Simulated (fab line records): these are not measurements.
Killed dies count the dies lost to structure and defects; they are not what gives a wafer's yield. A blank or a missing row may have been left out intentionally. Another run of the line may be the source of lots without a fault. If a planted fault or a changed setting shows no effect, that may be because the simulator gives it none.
8D (eight disciplines) problem report, filled in by code ; flow sky130 ; the parts of the form that need people (team, actions taken, sign-off) are left out

1. WHAT IS WRONG
oes_product_au at SKY_VIA1_ETCH_15 reads a mean of 0.827 a.u. on 3 wafers of 1 lot; wafers without a fault read 0.982 a.u. with a standard deviation of 0.0052. Relative to the usual mean, that is a shift of -30 standard deviations.
The step: etches SiO2 in C4F8/O2/Ar, stops on TiN, target depth 351 nm, time 54 s.
Seen first at day 38 09:21 on rie_diel-03, wafer L390.3. The record holds 39 wafers of 13 lots with a number at this step. The rule behind "out" and "out of limits": a value lying over 4 standard deviations away from the usual mean. The other wafers with a number count as sound.

2. WHAT IT IS; WHAT IT IS NOT
question;is;is not
which readings at this step;oes_product_au;-
which lots;L390;L376, L377, L378, L379, L382, L383, L384, L385, L389, L396, L397, L398
which wafers of those lots;all that have a number;-
read on which tools;rie_diel-03;rie_diel-01, rie_diel-02
when;from day 38 09:21;"up to then (27 sound wafers); but 9 sound wafers of L396, L397, L398 came after"

3. THE SUSPECTS, EACH WITH WHAT RULES IT OUT
Counting: any tool at a process step up to the reading is kept as a suspect provided that every lot that is out went through it and no sound lot did after the first of them.
- pvd_sputter-03 at SKY_LOCAL_INTERCONNECT_SPUTTER_00 (material TiN, target thk 100 nm, time 83.3 s): ruled out as a lasting fault. The sound lots L398 went through it after L390, its earliest lot that is out (day 33 21:49).
- cmp-01 at SKY_VIA1_CMP_02 (polishes SiO2): ruled out as a lasting fault. The sound lots L396, L397, L398 went through it after L390, its earliest lot that is out (day 37 07:44).
- rie_diel-03 at SKY_VIA1_ETCH_15 (etches SiO2 in C4F8/O2/Ar, stops on TiN, target depth 351 nm, time 54 s): kept. It ran the lot that is out, L390 (day 38 09:21), and no sound lot after that; its last sound lot up to then is L384 (day 36 16:23). Its own oes_product_au readings are out on those wafers.
After counting, what remains is rie_diel-03 at SKY_VIA1_ETCH_15.

4. THE CAUSE (what the simulator had put in)
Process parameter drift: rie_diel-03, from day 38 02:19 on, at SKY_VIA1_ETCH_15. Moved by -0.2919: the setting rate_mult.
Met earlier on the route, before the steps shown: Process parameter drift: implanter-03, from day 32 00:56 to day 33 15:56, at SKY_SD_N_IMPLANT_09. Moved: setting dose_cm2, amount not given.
Only this tool survived the counting.

5. THE EFFECT CHAIN, in route order
Rows list readings where the struck wafers' mean (over those with a number) sits beyond 3 standard deviations from the usual. Scope: only readings with a usual standard deviation given in the record; hours: median across lots of the time from each lot's start at the first step in this table that gives one to its start at this step; sigmas: change in usual standard deviations.
hours;step;reading;usual;on struck wafers;change;sigmas
0;SKY_VIA1_ETCH_15;oes_product_au;0.982 a.u.;0.827;-0.155;-30
0;SKY_VIA1_STRIP_16;strip_time_to_endpoint_s;4.457 s;4.686;+0.229;+10
Its process steps:
- SKY_VIA1_ETCH_15: etches SiO2 in C4F8/O2/Ar, stops on TiN, target depth 351 nm, time 54 s.
- SKY_VIA1_STRIP_16: strips in O2/N2.

6. WHAT WOULD HAVE CAUGHT IT SOONER
First out-of-limits reading in this record: day 38 09:21, which is 7 hours after fault onset at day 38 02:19.
